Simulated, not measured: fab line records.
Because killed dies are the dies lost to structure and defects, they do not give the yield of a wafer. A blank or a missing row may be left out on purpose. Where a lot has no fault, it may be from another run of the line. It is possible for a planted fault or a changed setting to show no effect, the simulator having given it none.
fab line records | flow sky130 | part 1 of 2: steps 1 to 31 of 40
[record] lots = 5 | wafers = 15 | last_day = 49
route steps=708 shown LDD_HVN@269 LDD_HVP@278 LDD_LDN@289 SPACER@304 POLY_CUT@307
lots untouched by any fault: they come from a run of this same line in which no faults occurred
start_h: hours from the record's first day to the start of the lot's first wafer shown | wait_h: how many hours have passed since the lot's step before this one | " unchanged from the row above | L1.1+2: several wafers, shown together as one row | - either no value or no given start | * or withheld: withheld | < > ~ a bound
route shown NAME@n: names a module that has steps shown in the file, with the first one's number in the route | usual: mean and standard deviation over wafers with no fault | same: alike in all rows | chamber/n: place in a boat | sites: each site's reading | _std_site: standard deviation across them | _edge_site: mean of outer sites minus mean of inner sites | radius_mm: for every site, how far away it sits from the centre of the wafer | mask NAME#n: copy n | behind: the last tool/chamber to shape the wafer | hold: what put the lot on hold/how long, in hours/how the hold closed | device: whichever transistor did not switch (one of n, p or np) | end of line: tests of these same wafers at the route's end | a step without rows: its recipe alone | killed: the dies lost at the first sort to structure and to defects; this is not the yield of the wafer | map: a wafer's dies, marking killed ones x, the rest . and places with no die _
set.NAME: the run value of the setting; set.NAME@STEP: its run value at that earlier step | model.NAME: the simulator's own value behind a step, which no gauge read
lots at some steps of the route; a table a step, a row a wafer
services: from which hour (start_h, from the record's first day; less than 0 if before it) a tool's chamber was out of use, for how many hours, and why
[[steps]]
[step SKY_LDD_HVN_COAT_02]
[recipe] resist = NOVOLAK | spin_rpm = 3000 | resist_thk_nm = 300
lot.wafer  | tool           | chamber | start_h | wait_h
L078.1+3+4 | litho_track-04 | 0       | 476.28  | 0.1
L084.3+4+5 | litho_track-01 | 0       | 530.39  | 0.1
L086.2+3+4 | litho_track-01 | 0       | 546.16  | 0.1
L091.1+2+5 | litho_track-01 | 0       | 591.44  | 0.1
L092.2+3+6 | litho_track-01 | 0       | 599.61  | 0.1
[step SKY_LDD_HVN_SOFTBAKE_03]
[recipe] temp_c = 90 | time_s = 60 | resist = NOVOLAK
lot.wafer  | tool           | chamber | start_h | wait_h
L078.1+3+4 | litho_track-04 | 0       | 476.43  | 0.1
L084.3+4+5 | litho_track-01 | 0       | 530.54  | 0.1
L086.2+3+4 | litho_track-01 | 0       | 546.31  | 0.1
L091.1+2+5 | litho_track-01 | 0       | 591.59  | 0.1
L092.2+3+6 | litho_track-01 | 0       | 599.76  | 0.1
[step SKY_LDD_HVN_EXPOSE_04]
[recipe] mask_id = HVNTM | na = 0.6 | source_shape = conventional | sigma_outer = 0.6 | polarization = unpolarized | target_cd_nm = 700 | dose_mj = 127
lot.wafer  | tool             | chamber | start_h | wait_h | mask
L078.1+3+4 | iline_stepper-01 | 0       | -       | -      | HVNTM#0
L084.3+4+5 | iline_stepper-01 | 0       | -       | -      | HVNTM#0
L086.2+3+4 | iline_stepper-01 | 0       | -       | -      | HVNTM#0
L091.1+2+5 | iline_stepper-02 | 0       | -       | -      | HVNTM#0
L092.2+3+6 | iline_stepper-01 | 0       | -       | -      | HVNTM#0
[step SKY_LDD_HVN_PEB_05]
[recipe] temp_c = withheld | time_s = * | resist = NOVOLAK
lot.wafer  | tool           | chamber | start_h | wait_h
L078.1+3+4 | litho_track-03 | 0       | -       | -
L084.3+4+5 | litho_track-04 | 0       | -       | -
L086.2+3+4 | litho_track-01 | 0       | -       | -
L091.1+2+5 | litho_track-03 | 0       | -       | -
L092.2+3+6 | litho_track-01 | 0       | -       | -
[step SKY_LDD_HVN_DEVELOP_06]
[recipe] resist = NOVOLAK | developer = TMAH | develop_time_s = 60 | dev_temp_c = 23
lot.wafer  | tool           | chamber | start_h | wait_h
L078.1+3+4 | litho_track-03 | 0       | 491.12  | 0.1
L084.3+4+5 | litho_track-04 | 0       | 545.03  | 0.1
L086.2+3+4 | litho_track-01 | 0       | 561.71  | 0.1
L091.1+2+5 | litho_track-03 | 0       | 606.77  | 0.1
L092.2+3+6 | litho_track-01 | 0       | 614.36  | 0.1
[step SKY_LDD_HVN_OVL_MEAS_07]
[usual] LDD_HVN_OVL = 1.3/1.5
lot.wafer | tool       | chamber | start_h | wait_h | LDD_HVN_OVL[nm]
L078.1    | overlay-01 | -       | 491.27  | 0.1    | 0.9
L078.3    | "          | -       | "       | "      | 0.2
L078.4    | "          | -       | "       | "      | 0.4
L084.3    | overlay-02 | -       | 545.14  | 0.1    | 2.8
L084.4    | "          | -       | "       | "      | 2.7
L084.5    | "          | -       | "       | "      | 1.1
L086.2    | overlay-01 | -       | 561.84  | 0.1    | 4.1
L086.3    | "          | -       | "       | "      | 3.3
L086.4    | "          | -       | "       | "      | 2.5
L091.1    | overlay-01 | -       | 606.92  | 0.1    | 1.2
L091.2    | "          | -       | "       | "      | -0.2
L091.5    | "          | -       | "       | "      | 2.3
L092.2    | overlay-01 | -       | 614.49  | 0.1    | 3.5
L092.3    | "          | -       | "       | "      | 4.3
L092.6    | "          | -       | "       | "      | 4.2
[step SKY_LDD_HVN_IMPLANT_08]
[recipe] species = P | energy_kev = 60 | dose_cm2 = 3e+13 | tilt_deg = 40
[usual] dose_ions_cm2 = 3e+13/3.1e+10 | end_station_pressure_torr = 5.16e-06/2.6e-07
[same] implant_ion_amu = 31
lot.wafer | tool         | chamber | start_h | wait_h | dose_ions_cm2 | end_station_pressure_torr
L078.1    | implanter-03 | 0       | 491.31  | 0.0    | 3.002e+13     | 5.05e-06
L078.3    | "            | 0       | "       | "      | 3.002e+13     | 5.05e-06
L078.4    | "            | 0       | "       | "      | 3.005e+13     | 5.06e-06
L084.3    | implanter-03 | 0       | 545.22  | 0.1    | 2.993e+13     | 5.42e-06
L084.4    | "            | 0       | "       | "      | 2.999e+13     | 5.53e-06
L084.5    | "            | 0       | "       | "      | 2.995e+13     | 5.06e-06
L086.2    | implanter-04 | 0       | 561.90  | 0.0    | 3.003e+13     | 5.44e-06
L086.3    | "            | 0       | "       | "      | 3.002e+13     | 4.99e-06
L086.4    | "            | 0       | "       | "      | 2.999e+13     | 4.97e-06
L091.1    | implanter-02 | 0       | 606.96  | 0.0    | 3.002e+13     | 5.09e-06
L091.2    | "            | 0       | "       | "      | 2.998e+13     | 4.95e-06
L091.5    | "            | 0       | "       | "      | 2.994e+13     | 5.18e-06
L092.2    | implanter-02 | 0       | 614.55  | 0.0    | 2.998e+13     | 5.1e-06
L092.3    | "            | 0       | "       | "      | 2.999e+13     | 5.08e-06
L092.6    | "            | 0       | "       | "      | 3.002e+13     | 5.41e-06
[step SKY_LDD_HVN_STRIP_09]
[recipe] chemistry = O2/N2 | power_w = 1400 | pressure_mtorr = 1500 | platen_temp_c = withheld | o2_flow_sccm = 3000 | n2_flow_sccm = 300 | overash_fraction = 0.5
[usual] drypump_motor_current_A = 5.72/0.27 | oes_product_au = 0.408/0.0045 | strip_time_to_endpoint_s = 4.127/0.015
lot.wafer | tool            | chamber | start_h | wait_h | drypump_motor_current_A | oes_product_au | rf_hours_counter_h | strip_time_to_endpoint_s
L078.1    | plasma_asher-02 | 1       | 491.46  | 0.1    | 6.04                    | 0.413          | 37                 | 4.132
L078.3    | "               | 1       | "       | "      | 6.05                    | 0.401          | -                  | 4.126
L078.4    | "               | 0       | "       | "      | 5.27                    | 0.402          | -                  | 4.107
L084.3    | plasma_asher-02 | 0       | 545.35  | 0.1    | 5.28                    | 0.403          | -                  | 4.137
L084.4    | "               | 1       | "       | "      | 6.10                    | 0.405          | -                  | 4.133
L084.5    | "               | 1       | "       | "      | 6.06                    | 0.409          | -                  | 4.121
L086.2    | plasma_asher-01 | 0       | 562.02  | 0.1    | 5.70                    | 0.407          | 85                 | 4.116
L086.3    | "               | 1       | "       | "      | 5.91                    | 0.404          | -                  | 4.125
L086.4    | "               | 0       | "       | "      | 5.71                    | 0.405          | -                  | 4.125
L091.1    | plasma_asher-04 | 0       | 607.11  | 0.1    | 5.71                    | 0.399          | 16                 | 4.116
L091.2    | "               | 1       | "       | "      | 5.73                    | 0.405          | 16                 | 4.109
L091.5    | "               | 1       | "       | "      | 5.77                    | 0.401          | -                  | 4.105
L092.2    | plasma_asher-04 | 1       | 614.67  | 0.1    | 5.74                    | 0.411          | 17                 | 4.120
L092.3    | "               | 0       | "       | "      | 5.68                    | 0.401          | -                  | 4.133
L092.6    | "               | 1       | "       | "      | 5.74                    | 0.399          | -                  | 4.107
[step SKY_LDD_HVN_TW_MEAS_10]
[usual] LDD_HVN_TW = 1453/6.6
lot.wafer | tool          | chamber | start_h | wait_h | LDD_HVN_TW
L078.1    | film_metro-04 | -       | 491.56  | 0.1    | 1448
L078.3    | "             | -       | "       | "      | 1456
L078.4    | "             | -       | "       | "      | 1452
L084.3    | film_metro-04 | -       | 545.44  | 0.1    | 1446
L084.4    | "             | -       | "       | "      | 1445
L084.5    | "             | -       | "       | "      | 1441
L086.2    | film_metro-03 | -       | 562.13  | 0.1    | 1456
L086.3    | "             | -       | "       | "      | 1453
L086.4    | "             | -       | "       | "      | 1459
L091.1    | film_metro-01 | -       | 607.21  | 0.1    | 1459
L091.2    | "             | -       | "       | "      | 1464
L091.5    | "             | -       | "       | "      | 1464
L092.2    | film_metro-01 | -       | 614.78  | 0.1    | 1455
L092.3    | "             | -       | "       | "      | 1459
L092.6    | "             | -       | "       | "      | 1459
[step SKY_LDD_HVP_DEHYDRATE_00]
[recipe] temp_c = 200 | time_s = 60
lot.wafer  | tool           | chamber | start_h | wait_h
L078.1+3+4 | litho_track-01 | 0       | 506.09  | 14.5
L084.3+4+5 | litho_track-04 | 0       | 560.08  | 14.6
L086.2+3+4 | litho_track-02 | 0       | 576.31  | 14.2
L091.1+2+5 | litho_track-04 | 0       | 620.83  | 13.6
L092.2+3+6 | litho_track-04 | 0       | 629.01  | 14.2
[step SKY_LDD_HVP_HMDS_01]
[recipe] prime_time_s = 60 | prime_temp_c = 120
lot.wafer  | tool           | chamber | start_h | wait_h
L078.1+3+4 | litho_track-01 | 0       | 506.24  | 0.1
L084.3+4+5 | litho_track-04 | 0       | 560.23  | 0.1
L086.2+3+4 | litho_track-02 | 0       | 576.46  | 0.1
L091.1+2+5 | litho_track-04 | 0       | 620.98  | 0.1
L092.2+3+6 | litho_track-04 | 0       | 629.16  | 0.1
[step SKY_LDD_HVP_COAT_02]
[recipe] resist = NOVOLAK | spin_rpm = 3000 | resist_thk_nm = 300
lot.wafer  | tool           | chamber | start_h | wait_h
L078.1+3+4 | litho_track-01 | 0       | 506.39  | 0.1
L084.3+4+5 | litho_track-04 | 0       | 560.38  | 0.1
L086.2+3+4 | litho_track-02 | 0       | 576.61  | 0.1
L091.1+2+5 | litho_track-04 | 0       | 621.13  | 0.1
L092.2+3+6 | litho_track-04 | 0       | 629.31  | 0.1
[step SKY_LDD_HVP_SOFTBAKE_03]
[recipe] temp_c = 90 | time_s = 60 | resist = NOVOLAK
lot.wafer  | tool           | chamber | start_h | wait_h
L078.1+3+4 | litho_track-01 | 0       | 506.54  | 0.1
L084.3+4+5 | litho_track-04 | 0       | 560.53  | 0.1
L086.2+3+4 | litho_track-02 | 0       | 576.76  | 0.1
L091.1+2+5 | litho_track-04 | 0       | 621.28  | 0.1
L092.2+3+6 | litho_track-04 | 0       | 629.46  | 0.1
[step SKY_LDD_HVP_EXPOSE_04]
[recipe] mask_id = HVPTM | na = 0.6 | source_shape = conventional | sigma_outer = 0.6 | polarization = unpolarized | target_cd_nm = 700 | dose_mj = 86
lot.wafer  | tool             | chamber | start_h | wait_h | mask
L078.1+3+4 | iline_stepper-01 | 0       | -       | -      | HVPTM#0
L084.3+4+5 | iline_stepper-02 | 0       | -       | -      | HVPTM#0
L086.2+3+4 | iline_stepper-02 | 0       | -       | -      | HVPTM#0
L091.1+2+5 | iline_stepper-02 | 0       | -       | -      | HVPTM#0
L092.2+3+6 | iline_stepper-02 | 0       | -       | -      | HVPTM#0
[step SKY_LDD_HVP_PEB_05]
[recipe] temp_c = withheld | time_s = * | resist = NOVOLAK
lot.wafer  | tool           | chamber | start_h | wait_h
L078.1+3+4 | litho_track-01 | 0       | -       | -
L084.3+4+5 | litho_track-01 | 0       | -       | -
L086.2+3+4 | litho_track-01 | 0       | -       | -
L091.1+2+5 | litho_track-02 | 0       | -       | -
L092.2+3+6 | litho_track-01 | 0       | -       | -
[step SKY_LDD_HVP_DEVELOP_06]
[recipe] resist = NOVOLAK | developer = TMAH | develop_time_s = 60 | dev_temp_c = 23
lot.wafer  | tool           | chamber | start_h | wait_h
L078.1+3+4 | litho_track-01 | 0       | 521.04  | 0.1
L084.3+4+5 | litho_track-01 | 0       | 575.14  | 0.1
L086.2+3+4 | litho_track-01 | 0       | 591.01  | 0.1
L091.1+2+5 | litho_track-02 | 0       | 635.63  | 0.1
L092.2+3+6 | litho_track-01 | 0       | 643.46  | 0.1
[step SKY_LDD_HVP_OVL_MEAS_07]
[usual] LDD_HVP_OVL = 0.8/1.5
lot.wafer | tool       | chamber | start_h | wait_h | LDD_HVP_OVL[nm]
L078.1    | overlay-01 | -       | 521.19  | 0.1    | -1.4
L078.3    | "          | -       | "       | "      | -2.3
L078.4    | "          | -       | "       | "      | -0.8
L084.3    | overlay-01 | -       | 575.25  | 0.1    | 1.4
L084.4    | "          | -       | "       | "      | 0.2
L084.5    | "          | -       | "       | "      | 0.2
L086.2    | overlay-01 | -       | 591.14  | 0.1    | -0.2
L086.3    | "          | -       | "       | "      | -0.3
L086.4    | "          | -       | "       | "      | 0.5
L091.1    | overlay-01 | -       | 635.78  | 0.1    | 1.0
L091.2    | "          | -       | "       | "      | 3.6
L091.5    | "          | -       | "       | "      | 2.0
L092.2    | overlay-02 | -       | 643.59  | 0.1    | 2.1
L092.3    | "          | -       | "       | "      | 2.1
L092.6    | "          | -       | "       | "      | 1.8
[step SKY_LDD_HVP_IMPLANT_08]
[recipe] species = B | energy_kev = 20 | dose_cm2 = 1.7e+13 | tilt_deg = 17.9
[usual] dose_ions_cm2 = 1.7001e+13/1.9e+10 | end_station_pressure_torr = 5.08e-06/2.7e-07
[same] implant_ion_amu = 11
lot.wafer | tool         | chamber | start_h | wait_h | dose_ions_cm2 | end_station_pressure_torr
L078.1    | implanter-03 | 0       | 521.22  | 0.0    | 1.7003e+13    | 4.98e-06
L078.3    | "            | 0       | "       | "      | 1.7022e+13    | 5.16e-06
L078.4    | "            | 0       | "       | "      | 1.7015e+13    | 4.75e-06
L084.3    | implanter-02 | 0       | 575.32  | 0.1    | 1.7014e+13    | 4.95e-06
L084.4    | "            | 0       | "       | "      | 1.7006e+13    | 5.05e-06
L084.5    | "            | 0       | "       | "      | 1.6992e+13    | 5.46e-06
L086.2    | implanter-02 | 0       | 591.20  | 0.0    | 1.7019e+13    | 4.67e-06
L086.3    | "            | 0       | "       | "      | 1.7042e+13    | 5e-06
L086.4    | "            | 0       | "       | "      | 1.7009e+13    | 4.84e-06
L091.1    | implanter-01 | 0       | 635.82  | 0.0    | 1.7013e+13    | 5.26e-06
L091.2    | "            | 0       | "       | "      | 1.7012e+13    | 5.32e-06
L091.5    | "            | 0       | "       | "      | 1.7009e+13    | 5.04e-06
L092.2    | implanter-02 | 0       | 643.65  | 0.0    | 1.6985e+13    | 4.81e-06
L092.3    | "            | 0       | "       | "      | 1.6994e+13    | 4.99e-06
L092.6    | "            | 0       | "       | "      | 1.7008e+13    | 4.94e-06
[step SKY_LDD_HVP_STRIP_09]
[recipe] chemistry = O2/N2 | power_w = 1400 | pressure_mtorr = 1500 | platen_temp_c = withheld | o2_flow_sccm = 3000 | n2_flow_sccm = 300 | overash_fraction = 0.5
[usual] drypump_motor_current_A = 5.7/0.39 | oes_product_au = 0.408/0.0049 | strip_time_to_endpoint_s = 4.130/0.014
lot.wafer | tool            | chamber | start_h | wait_h | drypump_motor_current_A | oes_product_au | rf_hours_counter_h | strip_time_to_endpoint_s
L078.1    | plasma_asher-02 | 1       | 521.37  | 0.1    | 6.1                     | 0.394          | 40                 | 4.137
L078.3    | "               | 0       | "       | "      | 5.3                     | 0.417          | -                  | 4.146
L078.4    | "               | 1       | "       | "      | 6.1                     | 0.407          | -                  | 4.157
L084.3    | plasma_asher-03 | 0       | 575.46  | 0.1    | 6.2                     | 0.404          | -                  | 4.131
L084.4    | "               | 1       | "       | "      | 5.2                     | 0.409          | -                  | 4.123
L084.5    | "               | 1       | "       | "      | 5.2                     | 0.400          | -                  | 4.132
L086.2    | plasma_asher-04 | 1       | 591.32  | 0.1    | 5.7                     | 0.405          | 14                 | 4.143
L086.3    | "               | 1       | "       | "      | 5.7                     | 0.413          | -                  | 4.129
L086.4    | "               | 0       | "       | "      | 5.7                     | 0.410          | -                  | 4.136
L091.1    | plasma_asher-03 | 0       | 635.97  | 0.1    | 6.2                     | 0.412          | 84                 | 4.133
L091.2    | "               | 1       | "       | "      | 5.2                     | 0.404          | 84                 | 4.139
L091.5    | "               | 0       | "       | "      | 6.2                     | 0.409          | -                  | 4.126
L092.2    | plasma_asher-04 | 1       | 643.77  | 0.1    | 5.7                     | 0.407          | 19                 | 4.119
L092.3    | "               | 1       | "       | "      | 5.7                     | 0.417          | -                  | 4.147
L092.6    | "               | 0       | "       | "      | 5.7                     | 0.415          | -                  | 4.119
[step SKY_LDD_HVP_TW_MEAS_10]
[usual] LDD_HVP_TW = 461.0/2
lot.wafer | tool          | chamber | start_h | wait_h | LDD_HVP_TW
L078.1    | film_metro-02 | -       | 521.47  | 0.1    | 459.5
L078.3    | "             | -       | "       | "      | 460.0
L078.4    | "             | -       | "       | "      | 457.8
L084.3    | film_metro-02 | -       | 575.54  | 0.1    | 461.1
L084.4    | "             | -       | "       | "      | 461.3
L084.5    | "             | -       | "       | "      | 463.0
L086.2    | film_metro-01 | -       | 591.43  | 0.1    | 462.7
L086.3    | "             | -       | "       | "      | 461.5
L086.4    | "             | -       | "       | "      | 461.0
L091.1    | film_metro-01 | -       | 636.07  | 0.1    | 460.9
L091.2    | "             | -       | "       | "      | 461.2
L091.5    | "             | -       | "       | "      | 463.2
L092.2    | film_metro-02 | -       | 643.88  | 0.1    | 461.9
L092.3    | "             | -       | "       | "      | 464.1
L092.6    | "             | -       | "       | "      | 463.2
[step SKY_LDD_LDN_DEHYDRATE_00]
[recipe] temp_c = 200 | time_s = 60
lot.wafer  | tool           | chamber | start_h | wait_h
L078.1+3+4 | litho_track-03 | 0       | 536.02  | 14.5
L084.3+4+5 | litho_track-02 | 0       | 589.63  | 14.1
L086.2+3+4 | litho_track-03 | 0       | 606.05  | 14.6
L091.1+2+5 | litho_track-02 | 0       | 649.18  | 13.1
L092.2+3+6 | litho_track-02 | 0       | 658.26  | 14.4
[step SKY_LDD_LDN_HMDS_01]
[recipe] prime_time_s = 60 | prime_temp_c = 120
lot.wafer  | tool           | chamber | start_h | wait_h
L078.1+3+4 | litho_track-03 | 0       | 536.17  | 0.1
L084.3+4+5 | litho_track-02 | 0       | 589.78  | 0.1
L086.2+3+4 | litho_track-03 | 0       | 606.20  | 0.1
L091.1+2+5 | litho_track-02 | 0       | 649.33  | 0.1
L092.2+3+6 | litho_track-02 | 0       | 658.41  | 0.1
[step SKY_LDD_LDN_COAT_02]
[recipe] resist = NOVOLAK | spin_rpm = 3000 | resist_thk_nm = 1140
lot.wafer  | tool           | chamber | start_h | wait_h
L078.1+3+4 | litho_track-03 | 0       | 536.32  | 0.1
L084.3+4+5 | litho_track-02 | 0       | 589.93  | 0.1
L086.2+3+4 | litho_track-03 | 0       | 606.35  | 0.1
L091.1+2+5 | litho_track-02 | 0       | 649.48  | 0.1
L092.2+3+6 | litho_track-02 | 0       | 658.56  | 0.1
[step SKY_LDD_LDN_SOFTBAKE_03]
[recipe] temp_c = 90 | time_s = 60 | resist = NOVOLAK
lot.wafer  | tool           | chamber | start_h | wait_h
L078.1+3+4 | litho_track-03 | 0       | 536.47  | 0.1
L084.3+4+5 | litho_track-02 | 0       | 590.08  | 0.1
L086.2+3+4 | litho_track-03 | 0       | 606.50  | 0.1
L091.1+2+5 | litho_track-02 | 0       | 649.63  | 0.1
L092.2+3+6 | litho_track-02 | 0       | 658.71  | 0.1
[step SKY_LDD_LDN_EXPOSE_04]
[recipe] mask_id = LDNTM | na = 0.6 | source_shape = conventional | sigma_outer = 0.6 | polarization = unpolarized | target_cd_nm = 700 | dose_mj = 140
lot.wafer  | tool             | chamber | start_h | wait_h | mask
L078.1+3+4 | iline_stepper-02 | 0       | -       | -      | LDNTM#0
L084.3+4+5 | iline_stepper-02 | 0       | -       | -      | LDNTM#0
L086.2+3+4 | iline_stepper-02 | 0       | -       | -      | LDNTM#0
L091.1+2+5 | iline_stepper-01 | 0       | -       | -      | LDNTM#0
L092.2+3+6 | iline_stepper-02 | 0       | -       | -      | LDNTM#0
[step SKY_LDD_LDN_PEB_05]
[recipe] temp_c = withheld | time_s = * | resist = NOVOLAK
lot.wafer  | tool           | chamber | start_h | wait_h
L078.1+3+4 | litho_track-03 | 0       | -       | -
L084.3+4+5 | litho_track-03 | 0       | -       | -
L086.2+3+4 | litho_track-03 | 0       | -       | -
L091.1+2+5 | litho_track-02 | 0       | -       | -
L092.2+3+6 | litho_track-04 | 0       | -       | -
[step SKY_LDD_LDN_DEVELOP_06]
[recipe] resist = NOVOLAK | developer = TMAH | develop_time_s = 60 | dev_temp_c = 23
lot.wafer  | tool           | chamber | start_h | wait_h
L078.1+3+4 | litho_track-03 | 0       | 551.52  | 0.1
L084.3+4+5 | litho_track-03 | 0       | 605.27  | 0.1
L086.2+3+4 | litho_track-03 | 0       | 620.60  | 0.1
L091.1+2+5 | litho_track-02 | 0       | 664.08  | 0.1
L092.2+3+6 | litho_track-04 | 0       | 672.56  | 0.1
[step SKY_LDD_LDN_OVL_MEAS_07]
[usual] LDD_LDN_OVL = 0.4/1.5
lot.wafer | tool       | chamber | start_h | wait_h | LDD_LDN_OVL[nm]
L078.1    | overlay-01 | -       | 551.67  | 0.1    | 0.4
L078.3    | "          | -       | "       | "      | -0.7
L078.4    | "          | -       | "       | "      | 0.3
L084.3    | overlay-01 | -       | 605.39  | 0.1    | -2.8
L084.4    | "          | -       | "       | "      | -2.0
L084.5    | "          | -       | "       | "      | -2.7
L086.2    | overlay-01 | -       | 620.73  | 0.1    | 2.8
L086.3    | "          | -       | "       | "      | 2.1
L086.4    | "          | -       | "       | "      | 1.7
L091.1    | overlay-02 | -       | 664.23  | 0.1    | 1.4
L091.2    | "          | -       | "       | "      | 1.6
L091.5    | "          | -       | "       | "      | 3.1
L092.2    | overlay-02 | -       | 672.69  | 0.1    | 1.7
L092.3    | "          | -       | "       | "      | 0.7
L092.6    | "          | -       | "       | "      | 1.5
[step SKY_LDD_LDN_IMPLANT_08]
[recipe] species = As | energy_kev = 15 | dose_cm2 = 1.25e+13 | tilt_deg = withheld | rotation_deg = 23
[usual] dose_ions_cm2 = 1.2499e+13/1.6e+10 | end_station_pressure_torr = 5.04e-06/2.8e-07
[same] implant_ion_amu = 75
lot.wafer | tool         | chamber | start_h | wait_h | dose_ions_cm2 | end_station_pressure_torr
L078.1    | implanter-01 | 0       | 551.71  | 0.0    | 1.25e+13      | 5.07e-06
L078.3    | "            | 0       | "       | "      | 1.2503e+13    | 4.72e-06
L078.4    | "            | 0       | "       | "      | 1.2525e+13    | 4.62e-06
L084.3    | implanter-03 | 0       | 605.46  | 0.1    | 1.2518e+13    | 4.81e-06
L084.4    | "            | 0       | "       | "      | 1.2488e+13    | 5.31e-06
L084.5    | "            | 0       | "       | "      | 1.2517e+13    | 5.63e-06
L086.2    | implanter-03 | 0       | 620.78  | 0.0    | 1.2495e+13    | 5.6e-06
L086.3    | "            | 0       | "       | "      | 1.2484e+13    | 5.02e-06
L086.4    | "            | 0       | "       | "      | 1.2475e+13    | 5.45e-06
L091.1    | implanter-03 | 0       | 664.27  | 0.0    | 1.2474e+13    | 5.3e-06
L091.2    | "            | 0       | "       | "      | 1.2492e+13    | 4.83e-06
L091.5    | "            | 0       | "       | "      | 1.249e+13     | 4.9e-06
L092.2    | implanter-04 | 0       | 672.74  | 0.0    | 1.2509e+13    | 4.73e-06
L092.3    | "            | 0       | "       | "      | 1.2496e+13    | 5.3e-06
L092.6    | "            | 0       | "       | "      | 1.25e+13      | 5.24e-06
[step SKY_LDD_LDN_IMPLANT_09]
[recipe] species = As | energy_kev = 15 | dose_cm2 = 1.25e+13 | tilt_deg = withheld | rotation_deg = 113
[usual] dose_ions_cm2 = 1.2503e+13/1.4e+10 | end_station_pressure_torr = 5.04e-06/2.8e-07
[same] implant_ion_amu = 75
lot.wafer | tool         | chamber | start_h | wait_h | dose_ions_cm2 | end_station_pressure_torr
L078.1    | implanter-01 | 0       | 551.86  | 0.1    | 1.2496e+13    | 4.96e-06
L078.3    | "            | 0       | "       | "      | 1.2499e+13    | 4.88e-06
L078.4    | "            | 0       | "       | "      | 1.2506e+13    | 5.28e-06
L084.3    | implanter-03 | 0       | 605.61  | 0.1    | 1.2511e+13    | 5.35e-06
L084.4    | "            | 0       | "       | "      | 1.2505e+13    | 5.52e-06
L084.5    | "            | 0       | "       | "      | 1.2499e+13    | 5.51e-06
L086.2    | implanter-03 | 0       | 620.93  | 0.1    | 1.2495e+13    | 5.36e-06
L086.3    | "            | 0       | "       | "      | 1.2496e+13    | 5.2e-06
L086.4    | "            | 0       | "       | "      | 1.2487e+13    | 4.94e-06
L091.1    | implanter-03 | 0       | 664.42  | 0.1    | 1.2515e+13    | 4.93e-06
L091.2    | "            | 0       | "       | "      | 1.2497e+13    | 5.12e-06
L091.5    | "            | 0       | "       | "      | 1.2516e+13    | 4.86e-06
L092.2    | implanter-04 | 0       | 672.89  | 0.1    | 1.2488e+13    | 5.04e-06
L092.3    | "            | 0       | "       | "      | 1.25e+13      | 5.13e-06
L092.6    | "            | 0       | "       | "      | 1.251e+13     | 4.67e-06
[step SKY_LDD_LDN_IMPLANT_10]
[recipe] species = As | energy_kev = 15 | dose_cm2 = 1.25e+13 | tilt_deg = withheld | rotation_deg = 203
[usual] dose_ions_cm2 = 1.25e+13/1.3e+10 | end_station_pressure_torr = 5.01e-06/2.4e-07
[same] implant_ion_amu = 75
lot.wafer | tool         | chamber | start_h | wait_h | dose_ions_cm2 | end_station_pressure_torr
L078.1    | implanter-01 | 0       | 552.01  | 0.1    | 1.2504e+13    | 4.9e-06
L078.3    | "            | 0       | "       | "      | 1.2472e+13    | 4.84e-06
L078.4    | "            | 0       | "       | "      | 1.251e+13     | 5.02e-06
L084.3    | implanter-03 | 0       | 605.76  | 0.1    | 1.2516e+13    | 4.63e-06
L084.4    | "            | 0       | "       | "      | 1.2506e+13    | 5.07e-06
L084.5    | "            | 0       | "       | "      | 1.25e+13      | 5.13e-06
L086.2    | implanter-03 | 0       | 621.08  | 0.1    | 1.2496e+13    | 5.55e-06
L086.3    | "            | 0       | "       | "      | 1.2505e+13    | 4.98e-06
L086.4    | "            | 0       | "       | "      | 1.2492e+13    | 4.9e-06
L091.1    | implanter-03 | 0       | 664.57  | 0.1    | 1.2501e+13    | 5.17e-06
L091.2    | "            | 0       | "       | "      | 1.2505e+13    | 4.96e-06
L091.5    | "            | 0       | "       | "      | 1.2513e+13    | 4.8e-06
L092.2    | implanter-04 | 0       | 673.04  | 0.1    | 1.2528e+13    | 4.43e-06
L092.3    | "            | 0       | "       | "      | 1.2506e+13    | 4.58e-06
L092.6    | "            | 0       | "       | "      | 1.251e+13     | 5.32e-06
